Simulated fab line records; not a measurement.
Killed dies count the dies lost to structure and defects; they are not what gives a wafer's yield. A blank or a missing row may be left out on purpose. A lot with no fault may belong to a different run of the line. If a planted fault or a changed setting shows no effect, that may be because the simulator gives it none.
Which tool did it?    flow gf180mcu    11 lots with 33 wafers sampled at 4 steps, on a route of 602 steps

== WHAT THE GAUGES SHOWED, per wafer ==
GF_V4_RS_MEAS_24: measures by four-point-probe. Usual: V4_W_RS gives 0.333 ohm/sq (standard deviation 0.004).
lot   measured      on             V4_W_RS (ohm/sq)   flag
L936  day 24 10:13  film-metro-04  0.332 0.328 0.330  
L937  day 25 02:58  film-metro-01  0.323 0.333 0.329  
L940  day 25 20:31  film-metro-01  0.339 0.329 0.334  
L941  day 26 05:37  film-metro-01  0.328 0.329 0.329  
L943  day 27 04:07  film-metro-04  0.335 0.329 0.337  
L945  day 27 11:28  film-metro-01  0.329 0.335 0.329  
L944  day 27 13:58  film-metro-03  0.332 0.337 0.330  
L951  day 29 02:07  film-metro-04  0.332 0.333 0.333  
L952  day 29 06:27  film-metro-03  0.258 0.255 0.258  OFF
L954  day 30 01:13  film-metro-04  0.260 0.256 0.258  OFF
L958  day 30 23:23  film-metro-03  0.322 0.324 0.330  

GF_V4_THK_MEAS_25: measures by xrf. Usual: V4_W_THK gives 343 nm (standard deviation 4.9).
lot   measured      on             V4_W_THK (nm)  flag
L936  day 24 10:20  film-metro-04  338 343 342    
L937  day 25 03:04  film-metro-01  351 342 346    
L940  day 25 20:38  film-metro-01  335 344 341    
L941  day 26 05:43  film-metro-01  353 354 356    
L943  day 27 04:14  film-metro-04  337 342 336    
L945  day 27 11:35  film-metro-01  350 345 352    
L944  day 27 14:04  film-metro-03  345 341 347    
L951  day 29 02:14  film-metro-04  339 341 341    
L952  day 29 06:34  film-metro-03  437 439 438    OFF
L954  day 30 01:19  film-metro-04  432 439 437    OFF
L958  day 30 23:31  film-metro-03  350 351 344    

== WHAT TOOL EACH LOT RAN ON (gives the tool, then ch and the chambers of the sampled wafers, and finally the start) ==
lot   GF_V4_CMP_04                   GF_V4_CVD_23
L936  cmp-02 ch 2,3, day 23 11:11    cvd-w-01 ch 0,1, day 24 10:05
L937  cmp-01 ch 0,2,3, day 24 03:47  cvd-w-02 ch 0,1, day 25 02:50
L940  cmp-01 ch 0,1,2, day 24 22:12  cvd-w-02 ch 0,1, day 25 20:25
L941  cmp-01 ch 0,1,2, day 25 07:11  cvd-w-02 ch 1, day 26 05:26
L943  cmp-01 ch 1,2,3, day 26 05:47  cvd-w-02 ch 0,1, day 27 03:59
L945  cmp-01 ch 1,3, day 26 13:50    cvd-w-02 ch 0,1, day 27 11:22
L944  cmp-02 ch 1,2,3, day 26 15:55  cvd-w-02 ch 0,1, day 27 13:49
L951  cmp-01 ch 1,2,3, day 28 05:30  cvd-w-01 ch 0,1, day 29 01:59
L952  cmp-02 ch 0,2,3, day 28 09:45  cvd-w-01 ch 0,1, day 29 06:20
L954  cmp-01 ch 0,2,3, day 29 04:37  cvd-w-01 ch 0,1, day 30 01:07
L958  cmp-01 ch 0,2,3, day 30 03:26  cvd-w-02 ch 0,1, day 30 23:17
- GF_V4_CMP_04: polishes SiO2.
- GF_V4_CVD_23: deposits W, target thk 350 nm, time 104.9 s.

== WHAT THE TOOLS THEMSELVES READ (means of the sampled wafers that have a number; where no wafer has one, the mark that the record gives instead) ==
GF_V4_CMP_04. Usual: motor-current-A 12.1 A, standard deviation 1.1; time-to-endpoint-s 78 s, standard deviation 5.7.
lot   tool    motor-current-A (A)  time-to-endpoint-s (s)  flag
L936  cmp-02  12.3                 78                      
L937  cmp-01  12.2                 73                      
L940  cmp-01  12.8                 69                      
L941  cmp-01  12.7                 72                      
L943  cmp-01  11.6                 73                      
L945  cmp-01  11.2                 78                      
L944  cmp-02  12.4                 74                      
L951  cmp-01  11.5                 74                      
L952  cmp-02  11.5                 80                      
L954  cmp-01  12.6                 81                      
L958  cmp-01  12.1                 77                      

GF_V4_CVD_23. Usual: chamber-pressure-Torr 40.00 Torr, standard deviation 0.089; heater-power-outer-w 554 W, standard deviation 96; heater-power-w 933 W, standard deviation 150.
lot   tool      chamber-pressure-Torr (Torr)  heater-power-outer-w (W)  heater-power-w (W)  flag
L936  cvd-w-01  39.96                         428                       729                 
L937  cvd-w-02  40.02                         640                       1045                
L940  cvd-w-02  40.11                         628                       1045                
L941  cvd-w-02  40.13                         645                       1086                
L943  cvd-w-02  40.06                         605                       1039                
L945  cvd-w-02  39.96                         626                       1051                
L944  cvd-w-02  40.04                         625                       1049                
L951  cvd-w-01  40.02                         420                       722                 
L952  cvd-w-01  67.64                         438                       724                 OFF
L954  cvd-w-01  67.66                         431                       724                 OFF
L958  cvd-w-02  40.09                         603                       1027                

== THE ANSWER, worked out from the rows above alone ==
Rule: a lot is off if the mean of its wafers that have a number lies more than 3 standard deviations from the usual mean. Also off: a lot with no number at a reading for which 4 or more lots have one. Where the step has rows for the other lots, those lots are counted as sound. Order of review: gauges by route order, followed by the tools' own readings, for which a lot's mean as printed above is used. The first step at which some lot is off is used, and at that step the reading that is off furthest; a lot without a number counts as furthest.
Off: L952, L954, seen at GF_V4_RS_MEAS_24 (V4_W_RS).
If a tool, at a process step before that reading, ran all the lots that are off and no sound lot after the first of them, it fits. The gauges at GF_V4_RS_MEAS_24 aren't tried: what is off there is off at GF_V4_CVD_23 too, on other tools, and a gauge's error can't cause that. One candidate fits, namely cvd-w-01 at GF_V4_CVD_23. A fault onset in the window from L951 (day 29 01:59, its last sound lot) to L952 (day 29 06:20, its first lot off) fits.
On the lots that are off, the tool's own readings at GF_V4_CVD_23 differ by more than 5 times the standard deviation of the sound lots' means, which bears it out; chamber-pressure-Torr reads 67.65 Torr there versus 40.04 Torr on the sound lots.

== WHAT THE SIMULATOR PUT IN ==
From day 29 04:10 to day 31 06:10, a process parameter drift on cvd-w-01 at GF_V4_CVD_23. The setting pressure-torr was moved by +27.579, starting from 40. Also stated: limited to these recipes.
Shown lots that were struck: L952, L954. The rule above reached the same finding.
